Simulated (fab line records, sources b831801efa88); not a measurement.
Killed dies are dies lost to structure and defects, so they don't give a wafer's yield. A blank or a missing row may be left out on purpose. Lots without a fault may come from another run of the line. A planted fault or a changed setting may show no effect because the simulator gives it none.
fab line records | flow sfq_line
record lots=5 wafers=15 last_day=86
route steps=325 shown I6@270 M7@281 I7@296 M8@311
lots that met no fault: from a run of the same line without faults
start_h: hours from the record's first day to the start of the lot's first wafer shown | wait_h: hours since the lot's step before | " the same as in the row above | L1.1+2: a row that stands for several wafers | - no value, or no start given | * or withheld: withheld | < > ~ a bound
route shown NAME@n: a module of which the file shows steps, and the number in the route of the first | usual: mean/standard deviation of fault-free wafers | same: alike in all rows | chamber/n: place in a boat | sites: the reading at each site | _std_site: their standard deviation | _edge_site: outer sites' mean less inner sites' | radius_mm: how far each site lies from the wafer's centre | mask NAME#n: copy n | behind: the tool/chamber that last shaped the wafer | hold: why the lot was held/for how many hours/how that ended | device: the transistor (n, p or np) that didn't switch | end of line: the same wafers' tests at the end of the route | a step without rows: its recipe alone | killed: dies lost to structure and defects at the first sort, not the wafer's yield | map: a wafer's dies, x killed, . not, _ none there
set.NAME: the setting as run; set.NAME@STEP: as run at that earlier step | model.NAME: the simulator's own value behind a step, which no gauge read
lots at some steps of the route; a table a step, a row a wafer
services: from which hour (start_h, from the record's first day; less than 0 if before it) a tool's chamber was out of use, for how many hours, and why
## steps
# step SFQ_TRILAYER_I6_VIA_LITHO_COAT_174
# recipe resist=BARC spin_rpm=3000 resist_thk_nm=62
# step SFQ_TRILAYER_I6_VIA_LITHO_COAT_169
# recipe resist=KrF spin_rpm=3000 resist_thk_nm=650
# step SFQ_TRILAYER_I6_VIA_LITHO_SOFTBAKE_173
# recipe temp_c=withheld time_s=withheld resist=KrF
# step SFQ_TRILAYER_I6_VIA_LITHO_EXPOSE_170
# recipe mask_id=I6 na=0.6 source_shape=conventional sigma_outer=0.65 target_cd_nm=700 dose_mj=21.3
# step SFQ_TRILAYER_I6_VIA_LITHO_PEB_172
# recipe peb_temp_c=115 peb_time_s=60 resist=KrF
# step SFQ_TRILAYER_I6_VIA_LITHO_DEVELOP_171
# recipe time_s=60 resist=KrF
# step SFQ_I6_OVL_MEAS_942
# usual I6_OVL=1/5.1
# columns lot.wafer tool chamber start_h wait_h I6_OVL[nm]
L697.1 overlay-02 - 1740.71 0.1 -11
L697.3 " - " " -6
L697.5 " - " " -3
L699.2 overlay-02 - 1743.72 0.1 2
L699.4 " - " " 2
L699.5 " - " " 1
L698.1 overlay-02 - 1814.40 0.1 4
L698.4 " - " " 6
L698.5 " - " " 5
L710.2 overlay-01 - 1857.16 0.1 -13
L710.3 " - " " -7
L710.6 " - " " -12
L712.1 overlay-02 - 1960.33 0.1 -4
L712.2 " - " " -7
L712.6 " - " " -6
# step SFQ_TRILAYER_I6_VIA_BARC_OPEN_VIA_ETCH_235
# recipe mask_material=PR chemistry=O2 target_depth_nm=125 target=BARC source_w=500 bias_w=80 pressure_mtorr=30 time_s=41.7
# usual drypump_motor_current_A=5.9/0.48 oes_product_au=0.686/0.0046
# columns lot.wafer tool chamber start_h wait_h drypump_motor_current_A oes_product_au rf_hours_counter_h
L697.1 rie_diel-02 0 1740.75 0.0 5.8 0.686 14
L697.3 " 1 " " 5.5 0.686 18
L697.5 " 2 " " 6.0 0.685 -
L699.2 rie_diel-04 2 1743.75 0.0 6.2 0.683 10
L699.4 " 3 " " 6.3 0.683 11
L699.5 " 3 " " 6.3 0.675 -
L698.1 rie_diel-04 3 1814.44 0.0 6.2 0.692 13
L698.4 " 2 " " 6.2 0.685 12
L698.5 " 2 " " 6.2 0.681 -
L710.2 rie_diel-03 2 1857.19 0.0 5.7 0.681 14
L710.3 " 3 " " 4.8 0.689 15
L710.6 " 0 " " 5.7 0.682 -
L712.1 rie_diel-02 0 1960.37 0.0 5.9 0.681 17
L712.2 " 3 " " 5.6 0.684 1
L712.6 " 1 " " 5.5 0.688 -
# step SFQ_TRILAYER_I6_VIA_ETCH_VIA_ETCH_172
# recipe target=SiO2 stop_on=Nb mask_material=PR taper_deg=20 chemistry=CHF3 target_depth_nm=260 source_w=500 bias_w=80 pressure_mtorr=30 time_s=withheld
# usual drypump_motor_current_A=5.9/0.48 oes_product_au=0.855/0.0051
# columns lot.wafer tool chamber start_h wait_h drypump_motor_current_A oes_product_au
L697.1 rie_diel-02 0 1740.79 0.0 5.8 0.856
L697.3 " 1 " " 5.4 0.852
L697.5 " 2 " " 6.0 0.851
L699.2 rie_diel-04 2 1743.79 0.0 6.2 0.848
L699.4 " 3 " " 6.3 0.844
L699.5 " 3 " " 6.2 0.856
L698.1 rie_diel-04 3 1814.48 0.0 6.2 0.855
L698.4 " 2 " " 6.2 0.855
L698.5 " 2 " " 6.2 0.851
L710.2 rie_diel-03 2 1857.23 0.0 5.7 0.849
L710.3 " 3 " " 4.7 0.858
L710.6 " 0 " " 5.7 0.856
L712.1 rie_diel-02 0 1960.41 0.0 5.8 0.854
L712.2 " 3 " " 5.6 0.862
L712.6 " 1 " " 5.4 0.862
# step SFQ_TRILAYER_I6_VIA_STRIP_STRIP_173
# recipe gas=O2 power_w=200 platen_temp_c=40 overash_fraction=0.65 chemistry=O2 pressure_mtorr=50
# step SFQ_TRILAYER_I6_VIA_STRIP_SOLV_CLEAN_174
# recipe chemistry=NMP temp_c=70 time_s=600
# step SFQ_TRILAYER_M7_DEP_PRE_CLEAN_176
# recipe gas=Ar time_s=22.5 bias_v=250
# step SFQ_TRILAYER_M7_DEP_SPUTTER_175
# recipe material=Nb base_pressure_pa=1.33e-06 chamber_pressure_pa=0.1333 substrate_temp_c=20 target_thk_nm=200 power_w=2000 time_s=133.3
# usual throttle_valve_pct=29.9/0.88
# columns lot.wafer tool chamber start_h wait_h throttle_valve_pct model.Nb_of_TRILAYER_M7_DEP_SPUTTER_175.thk_nm
L697.1 pvd_sputter-06 - 1741.71 0.0 30.5 194.9
L697.3 " - " " 31.3 196.2
L697.5 " - " " 29.2 195.7
L699.2 pvd_sputter-05 - 1744.72 0.0 30.0 199.4
L699.4 " - " " 30.6 197.9
L699.5 " - " " 29.4 198.1
L698.1 pvd_sputter-05 - 1815.40 0.0 30.2 199.5
L698.4 " - " " 29.8 251.5
L698.5 " - " " 30.4 198.8
L710.2 pvd_sputter-06 - 1858.15 0.0 28.8 203
L710.3 " - " " 31.1 203.1
L710.6 " - " " 31.4 202.6
L712.1 pvd_sputter-04 - 1961.34 0.0 29.5 196.3
L712.2 " - " " 30.2 196.7
L712.6 " - " " 30.4 196
# step SFQ_M7_RS_MEAS_943
# recipe thk_meas_gauge=four-point-probe reads=Nb_of_TRILAYER_M7_DEP_SPUTTER_175
# usual M7_NB_RS=0.895/0.0088
# columns lot.wafer tool chamber start_h wait_h hold M7_NB_RS[ohm/sq]
L697.1 film_metro-04 - 1741.80 0.0 - 0.914
L697.3 " - " " - 0.908
L697.5 " - " " - 0.909
L699.2 film_metro-01 - 1744.83 0.1 - 0.893
L699.4 " - " " - 0.900
L699.5 " - " " - 0.899
L698.1 film_metro-01 - 1815.49 0.0 await_dispo/0.2h/release 0.893
L698.4 " - " " await_dispo/0.2h/release 0.708
L698.5 " - " " await_dispo/0.2h/release 0.896
L698.1 film_metro-01 - 1815.77 0.3 - 0.893
L698.4 " - " " - 0.706
L698.5 " - " " - 0.897
L710.2 film_metro-02 - 1858.26 0.1 - 0.878
L710.3 " - " " - 0.878
L710.6 " - " " - 0.881
L712.1 film_metro-04 - 1961.43 0.0 - 0.906
L712.2 " - " " - 0.904
L712.6 " - " " - 0.909
# step SFQ_TRILAYER_M7_LITHO_COAT_177
# recipe resist=KrF spin_rpm=3000 resist_thk_nm=600
# step SFQ_TRILAYER_M7_LITHO_SOFTBAKE_181
# recipe temp_c=withheld time_s=withheld resist=KrF
# step SFQ_TRILAYER_M7_LITHO_EXPOSE_178
# recipe mask_id=M7 na=0.6 source_shape=conventional sigma_outer=0.65 target_cd_nm=500 dose_mj=14.4
# step SFQ_TRILAYER_M7_LITHO_PEB_180
# recipe peb_temp_c=115 peb_time_s=60 resist=KrF
# step SFQ_TRILAYER_M7_LITHO_DEVELOP_179
# recipe time_s=60 resist=KrF
# step SFQ_M7_OVL_MEAS_945
# usual M7_OVL=-4/5.8
# columns lot.wafer tool chamber start_h wait_h M7_OVL[nm]
L697.1 overlay-01 - 1806.72 0.1 -7
L697.3 " - " " 1
L697.5 " - " " -4
L699.2 overlay-01 - 1807.93 0.1 2
L699.4 " - " " -5
L699.5 " - " " 0
L698.1 overlay-02 - 1824.04 0.2 1
L698.4 " - " " 4
L698.5 " - " " 2
L710.2 overlay-02 - 1969.94 0.1 5
L710.3 " - " " 2
L710.6 " - " " 3
L712.1 overlay-01 - 2051.99 0.1 -5
L712.2 " - " " -5
L712.6 " - " " -3
# step SFQ_TRILAYER_M7_BARC_OPEN_METAL_ETCH_229
# recipe mask_material=PR chemistry=O2 target_depth_nm=125 target=BARC icp_w=600 bias_w=80 pressure_mtorr=10 time_s=41.7
# usual drypump_motor_current_A=5.5/0.48 oes_product_au=0.685/0.0046
# columns lot.wafer tool chamber start_h wait_h drypump_motor_current_A oes_product_au rf_hours_counter_h
L697.1 rie_metal-02 0 1806.76 0.0 5.5 0.684 82
L697.3 " 1 " " 5.7 0.691 -
L697.5 " 0 " " 5.5 0.692 -
L699.2 rie_metal-03 1 1807.96 0.0 6.4 0.686 82
L699.4 " 1 " " 6.4 0.693 -
L699.5 " 1 " " 6.4 0.686 -
L698.1 rie_metal-02 0 1824.82 0.8 5.5 0.688 84
L698.4 " 0 " " 5.5 0.689 -
L698.5 " 1 " " 5.7 0.684 -
L710.2 rie_metal-03 0 1969.97 0.0 5.1 0.685 130
L710.3 " 1 " " 6.4 0.689 -
L710.6 " 0 " " 5.1 0.690 -
L712.1 rie_metal-02 0 2052.03 0.0 5.5 0.684 117
L712.2 " 1 " " 5.7 0.692 17
L712.6 " 0 " " 5.5 0.679 -
# step SFQ_TRILAYER_M7_ETCH_METAL_ETCH_180
# recipe target=Nb stop_on=SiO2 mask_material=PR chemistry=Cl2/Ar target_depth_nm=240 icp_w=600 bias_w=80 pressure_mtorr=10 time_s=120
# usual drypump_motor_current_A=5.5/0.49 oes_product_au=0.891/0.0071
# columns lot.wafer tool chamber start_h wait_h drypump_motor_current_A oes_product_au rf_hours_counter_h
L697.1 rie_metal-02 0 1806.82 0.0 5.5 0.878 82
L697.3 " 1 " " 5.7 0.886 -
L697.5 " 0 " " 5.5 0.887 -
L699.2 rie_metal-03 1 1808.02 0.0 6.4 0.886 82
L699.4 " 1 " " 6.4 0.886 -
L699.5 " 1 " " 6.4 0.894 -
L698.1 rie_metal-02 0 1824.88 0.0 5.5 0.891 84
L698.4 " 0 " " 5.5 0.989 -
L698.5 " 1 " " 5.7 0.889 -
L710.2 rie_metal-03 0 1970.03 0.0 5.1 0.907 130
L710.3 " 1 " " 6.4 0.910 -
L710.6 " 0 " " 5.1 0.894 -
L712.1 rie_metal-02 0 2052.09 0.0 5.5 0.881 118
L712.2 " 1 " " 5.6 0.881 17
L712.6 " 0 " " 5.5 0.892 -
# step SFQ_TRILAYER_M7_STRIP_STRIP_181
# recipe gas=O2 power_w=200 platen_temp_c=40 overash_fraction=0.65 chemistry=O2 pressure_mtorr=50
# step SFQ_TRILAYER_M7_STRIP_SOLV_CLEAN_182
# recipe chemistry=NMP temp_c=70 time_s=600
# step SFQ_TRILAYER_I7_DEP_PECVD_183
# recipe material=SiO2 temp_c=150 time_s=111.11 pressure_torr=2.4 rf_w=183.3 precursor=SiH4/N2O target_thk_nm=500
# step SFQ_TRILAYER_I7_CMP_CMP_184
# recipe material=SiO2 down_force_psi=3 platen_rpm=60 pad_velocity_m_s=0.94248
# usual motor_current_A=9.7/0.93 time_to_endpoint_s=218/6.3
# columns lot.wafer tool chamber start_h wait_h motor_current_A time_to_endpoint_s
L697.1 cmp-02 2 1807.79 0.0 9.6 212
L697.3 " 1 1809.29 1.5 9.8 218
L697.5 " 3 1810.29 2.5 11.9 216
L699.2 cmp-01 0 1809.61 0.6 10.5 216
L699.4 " 1 " " 9.5 219
L699.5 " 1 1812.11 3.1 9.7 222
L698.1 cmp-02 2 1826.89 1.1 9.5 202
L698.4 " 0 1827.89 2.0 9.8 212
L698.5 " 3 1829.39 3.5 11.7 215
L710.2 cmp-02 1 1971.54 0.6 10.1 207
L710.3 " 3 1972.54 1.5 11.9 205
L710.6 " 1 1973.54 2.5 10.8 217
L712.1 cmp-01 3 2054.76 1.7 8.5 218
L712.2 " 1 2055.76 2.7 9.6 212
L712.6 " 0 2057.26 4.2 9.6 219
# step SFQ_I7_BOW_MEAS_946
# recipe mode=bow
# usual I7_BOW=4/11
# columns lot.wafer tool chamber start_h wait_h I7_BOW[um]
L697.1 film_metro-01 - 1810.79 2.5 -12
L697.3 " - " " -9
L697.5 " - " " -17
L699.2 film_metro-04 - 1812.63 2.5 4
L699.4 " - " " 4
L699.5 " - " " 11
L698.1 film_metro-04 - 1829.89 2.5 17
L698.4 " - " " 22
L698.5 " - " " 21
L710.2 film_metro-03 - 1974.06 2.0 6
L710.3 " - " " 16
L710.6 " - " " 0
L712.1 film_metro-04 - 2057.76 2.5 14
L712.2 " - " " 1
L712.6 " - " " 4
# step SFQ_TRILAYER_I7_METRO_MEASURE_185
# step SFQ_TRILAYER_I7_VIA_LITHO_COAT_192
# recipe resist=BARC spin_rpm=3000 resist_thk_nm=62
# step SFQ_TRILAYER_I7_VIA_LITHO_COAT_187
# recipe resist=KrF spin_rpm=3000 resist_thk_nm=650
# step SFQ_TRILAYER_I7_VIA_LITHO_SOFTBAKE_191
# recipe temp_c=withheld time_s=withheld resist=KrF
# step SFQ_TRILAYER_I7_VIA_LITHO_EXPOSE_188
# recipe mask_id=I7 na=0.6 source_shape=conventional sigma_outer=0.65 target_cd_nm=1000 dose_mj=21.3
# step SFQ_TRILAYER_I7_VIA_LITHO_PEB_190
# recipe peb_temp_c=115 peb_time_s=60 resist=KrF
# step SFQ_TRILAYER_I7_VIA_LITHO_DEVELOP_189
# recipe time_s=60 resist=KrF
# step SFQ_I7_OVL_MEAS_947
# usual I7_OVL=1/5.2
# columns lot.wafer tool chamber start_h wait_h I7_OVL[nm]
L697.1 overlay-02 - 1924.33 0.1 2
L697.3 " - " " 5
L697.5 " - " " 3
L699.2 overlay-02 - 1926.74 0.1 1
L699.4 " - " " 1
L699.5 " - " " 0
L698.1 overlay-02 - 1933.93 0.1 4
L698.4 " - " " 4
L698.5 " - " " 0
L710.2 overlay-01 - 1977.62 0.1 5
L710.3 " - " " -7
L710.6 " - " " 0
L712.1 overlay-01 - 2067.69 0.1 1
L712.2 " - " " 1
L712.6 " - " " 1
# step SFQ_TRILAYER_I7_VIA_BARC_OPEN_VIA_ETCH_260
# recipe mask_material=PR chemistry=O2 target_depth_nm=125 target=BARC source_w=500 bias_w=80 pressure_mtorr=30 time_s=41.7
# usual drypump_motor_current_A=5.9/0.39 oes_product_au=0.684/0.0046
# columns lot.wafer tool chamber start_h wait_h drypump_motor_current_A oes_product_au rf_hours_counter_h
L697.1 rie_diel-04 1 1924.37 0.0 5.7 0.684 6
L697.3 " 0 " " 6.6 0.681 7
L697.5 " 0 " " 6.6 0.680 -
L699.2 rie_diel-01 1 1926.77 0.0 5.1 0.676 6
L699.4 " 3 " " 5.9 0.688 5
L699.5 " 0 " " 5.5 0.685 -
L698.1 rie_diel-02 2 1933.97 0.0 6.0 0.682 13
L698.4 " 0 " " 5.8 0.685 17
L698.5 " 1 " " 5.4 0.684 -
L710.2 rie_diel-02 0 1977.65 0.0 5.8 0.679 17
L710.3 " 3 " " 5.6 0.687 1
L710.6 " 0 " " 5.8 0.688 -
L712.1 rie_diel-01 1 2067.73 0.0 5.2 0.684 7
L712.2 " 3 " " 5.9 0.679 7
L712.6 " 1 " " 5.1 0.681 -
# step SFQ_TRILAYER_I7_VIA_ETCH_VIA_ETCH_190
# recipe target=SiO2 stop_on=Nb mask_material=PR taper_deg=20 chemistry=CHF3 target_depth_nm=260 source_w=500 bias_w=80 pressure_mtorr=30 time_s=withheld
# step SFQ_TRILAYER_I7_VIA_STRIP_STRIP_191
# recipe gas=O2 power_w=200 platen_temp_c=40 overash_fraction=0.65 chemistry=O2 pressure_mtorr=50
# step SFQ_TRILAYER_I7_VIA_STRIP_SOLV_CLEAN_192
# recipe chemistry=NMP temp_c=70 time_s=600
# step SFQ_TRILAYER_M8_LITHO_LOR_COAT_197
# recipe resist=lift-off spin_rpm=3000
# step SFQ_M8_BOW_MEAS_951
# recipe mode=bow
# usual M8_BOW=5/12
# columns lot.wafer tool chamber start_h wait_h M8_BOW[um] model.etest.m7.comb_log10_ohm model.etest.m7.ohm_sq
L697.1 film_metro-04 - 2021.58 0.0 -12 12 0.9138
L697.3 " - " " -8 12 0.9081
L697.5 " - " " -17 12 0.91
L699.2 film_metro-04 - 2024.02 0.0 4 12 0.8934
L699.4 " - " " 5 12 0.8999
L699.5 " - " " 11 12 0.8993
L698.1 film_metro-03 - 2030.29 0.0 19 12 0.8929
L698.4 " - " " 23 0 0.7082
L698.5 " - " " 21 12 0.8959
L710.2 film_metro-02 - 2065.24 0.0 9 12 0.8775
L710.3 " - " " 18 12 0.8771
L710.6 " - " " 3 12 0.8792
L712.1 film_metro-02 - 2075.82 0.0 16 12 0.9073
L712.2 " - " " 4 12 0.9054
L712.6 " - " " 5 12 0.9088
## services
# columns tool chamber start_h hours kind
rie_diel-02 0 1746.31 8.7 repair
rie_metal-02 1 1751.67 18.5 repair
cmp-02 - 1756.25 2.6 repair
rie_diel-04 2 1767.65 9.8 repair
rie_metal-02 - 1767.73 14.6 pm
rie_diel-02 1 1786.85 12.7 repair
rie_diel-02 0 1815.79 9.2 repair
rie_metal-02 - 1816.02 0.1 repair
rie_metal-03 - 1817.67 0.1 repair
rie_diel-02 0 1842.68 2.2 repair
rie_metal-02 - 1847.14 1.4 pm
rie_metal-02 0 1882.42 2.1 repair
rie_metal-03 1 1889.14 4.3 repair
cmp-02 - 1904.79 3.1 repair
rie_diel-02 - 1912.55 1.2 repair
rie_metal-03 - 1943.98 14.6 pm
rie_diel-02 2 1946.15 8.6 repair
rie_diel-02 - 1961.49 14.6 pm
rie_diel-04 0 1977.87 4.0 repair
rie_diel-02 1 1981.51 2.7 repair
rie_diel-02 - 1983.73 0.2 repair
rie_diel-02 - 2006.38 1.2 repair
rie_diel-02 - 2022.40 0.3 repair
rie_diel-02 - 2052.10 2.8 pm
## key
first_sign step=SFQ_M7_RS_MEAS_943 reading=visit direction=added
effect step=SFQ_M7_RS_MEAS_943 reading=M7_NB_RS direction=down sigmas=21 usual=0.895 struck=0.708
effect step=SFQ_TRILAYER_M7_ETCH_METAL_ETCH_180 reading=oes_product_au direction=up sigmas=14 usual=0.891 struck=0.989
model_effect step=SFQ_TRILAYER_M7_DEP_SPUTTER_175 value=Nb_of_TRILAYER_M7_DEP_SPUTTER_175.thk_nm without=199 struck=251.5
model_effect step=SFQ_M8_BOW_MEAS_951 value=etest.m7.comb_log10_ohm without=12 struck=0
met_at SFQ_TRILAYER_M7_DEP_SPUTTER_175
struck_wafers L698.4
onset_between 1744.72 1815.40
fault kind=process_parameter_drift tool=pvd_sputter-05 chamber=- onset_h=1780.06 steps=SFQ_TRILAYER_M7_DEP_SPUTTER_175 channel=time_s offset=* shape=step end_h=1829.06 scope=struck_wafers_only acts_in=* stated=*
